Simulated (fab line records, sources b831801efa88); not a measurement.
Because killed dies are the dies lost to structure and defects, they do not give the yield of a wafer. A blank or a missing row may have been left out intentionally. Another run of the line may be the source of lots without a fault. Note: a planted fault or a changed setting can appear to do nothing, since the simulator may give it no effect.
Matching of chambers ; flow gf180mcu ; GF_MIM_CVD_05 on pecvd-04 has 3 sister chambers
The step deposits Si3N4, target thk 42 nm, time 29.086 s. 3 wafers are shown with their chamber, then 12 later ones without.

## WAFERS, EACH WITH ITS CHAMBER
wafer;chamber;heaterPowerW (W)
L088.4;1;628
L088.5;0;655
L088.6;2;690

## WAFERS WHOSE CHAMBER IS MISSING
wafer;heaterPowerW (W)
L090.3;677
L090.4;653
L090.5;662
L091.1;655
L091.5;672
L091.6;646
L095.1;614
L095.3;571
L095.4;627
L096.1;605
L096.5;596
L096.6;687

## EACH ONE'S CHAMBER
wafer;from the rows above;in truth
L090.3;can't be placed: 2 or 0 or 1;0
L090.4;can't be placed: 0 or 1 or 2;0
L090.5;can't be placed: 0 or 2 or 1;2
L091.1;can't be placed: 0 or 1 or 2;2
L091.5;can't be placed: 0 or 2 or 1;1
L091.6;can't be placed: 0 or 1 or 2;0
L095.1;can't be placed: 1 or 0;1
L095.3;can't be placed: 1 or 0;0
L095.4;can't be placed: 1 or 0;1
L096.1;can't be placed: 1 or 0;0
L096.5;can't be placed: 1 or 0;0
L096.6;can't be placed: 2 or 0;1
Correct placement for 0 of the 12. Cannot be placed on the basis of these rows: 12; the candidates contain the true chamber in 11. Number placed wrongly: 0.
How it was worked out, from the rows above alone: a wafer's distance from a chamber is the root of the sum, over the readings, of the square of ((its reading less the chamber's mean) divided by the reading's scatter). The wafer belongs to the nearest chamber; if the next one is less than 2 further off, it can't be placed. For every chamber, the mean is computed from those of its wafers that are shown. The scatter: root of mean squared gap, hidden wafer to nearest shown wafer, with one shown wafer a chamber.
